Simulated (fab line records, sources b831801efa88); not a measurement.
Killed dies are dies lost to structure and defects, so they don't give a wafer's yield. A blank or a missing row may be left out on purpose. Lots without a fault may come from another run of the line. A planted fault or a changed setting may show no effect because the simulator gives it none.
Which tool did it? | flow gf180mcu | 14 lots, 42 wafers sampled, at 2 steps of a route of 602

WHAT THE GAUGES READ, wafer by wafer
GF_HV_LDD_OVL_MEAS_08. Usual: HV_LDD_OVL -0.3 nm, standard deviation 1.3.
lot  | measured     | on         | HV_LDD_OVL (nm) | flag
L159 | day 10 05:46 | overlay-01 | -1.6 -1.7 -0.8  |
L160 | day 10 06:42 | overlay-01 | -2.5 -3.4 -2.2  |
L161 | day 10 18:05 | overlay-01 | 1.7 1.7 2.4     |
L162 | day 11 00:37 | overlay-02 | -2.0 -0.8 -1.4  |
L163 | day 11 12:16 | overlay-02 | -0.5 -0.3 -0.2  |
L167 | day 12 08:10 | overlay-01 | 0.0 -0.6 -0.7   |
L169 | day 13 05:44 | overlay-02 | -0.6 0.5 1.1    |
L170 | day 13 09:43 | overlay-01 | 1.1 1.3 1.8     |
L172 | day 14 04:58 | overlay-02 | -1.3 -0.7 -1.5  |
L175 | day 15 00:16 | overlay-02 | 2.1 2.4 1.6     |
L177 | day 15 15:20 | overlay-01 | 1.3 0.5 0.2     |
L180 | day 16 12:16 | overlay-02 | -2.9 -2.1 -2.3  |
L181 | day 16 20:55 | overlay-02 | -1.1 -1.7 -1.6  |
L182 | day 16 22:55 | overlay-02 | -0.6 -1.3 -1.3  |

GF_HV_LDD_TW_MEAS_11. Usual: HV_LDD_TW 2435, standard deviation 23.
lot  | measured     | on            | HV_LDD_TW      | flag
L159 | day 10 06:13 | film_metro-01 | 2448 2437 2438 |
L160 | day 10 07:00 | film_metro-03 | 2427 2422 2424 |
L161 | day 10 18:23 | film_metro-03 | 2431 2429 2425 |
L162 | day 11 00:55 | film_metro-02 | 2419 2401 2405 |
L163 | day 11 12:33 | film_metro-02 | 2403 2420 2427 |
L167 | day 12 08:28 | film_metro-03 | 2423 2402 2412 |
L169 | day 13 06:01 | film_metro-01 | 2473 2469 2464 |
L170 | day 13 10:00 | film_metro-02 | 2436 2434 2420 |
L172 | day 14 05:15 | film_metro-02 | 2423 2431 2441 |
L175 | day 15 00:34 | film_metro-03 | 2420 2428 2428 |
L177 | day 15 15:37 | film_metro-01 | 2454 2451 2460 |
L180 | day 16 12:34 | film_metro-01 | 2447 2452 2467 |
L181 | day 16 21:12 | film_metro-01 | 2476 2463 2469 |
L182 | day 16 23:13 | film_metro-03 | 2406 2400 2410 |

WHICH TOOL RAN EACH LOT (tool, then ch and the chambers of the sampled wafers, then the start)
The record holds no process step before these readings.

WHAT THE TOOLS THEMSELVES READ (means of the sampled wafers that have a number; where no wafer has one, the mark that the record gives instead)
The record holds no such reading with a usual standard deviation.

THE ANSWER, worked out from the rows above alone
Rule: a lot is off if the mean of its wafers that have a number lies more than 3 standard deviations from the usual mean. A lot without any number at a reading at which 4 lots or more have one is off too. The other lots that the step has rows for count as sound. The gauges are gone through in route order, then the tools' own readings, and for those a lot's mean is taken as printed above. The first step at which some lot is off is used, and at that step the reading that is off furthest; a lot without a number counts as furthest.
No lot is off at any reading shown: from this, nothing can be told.

WHAT THE SIMULATOR HAD PUT IN
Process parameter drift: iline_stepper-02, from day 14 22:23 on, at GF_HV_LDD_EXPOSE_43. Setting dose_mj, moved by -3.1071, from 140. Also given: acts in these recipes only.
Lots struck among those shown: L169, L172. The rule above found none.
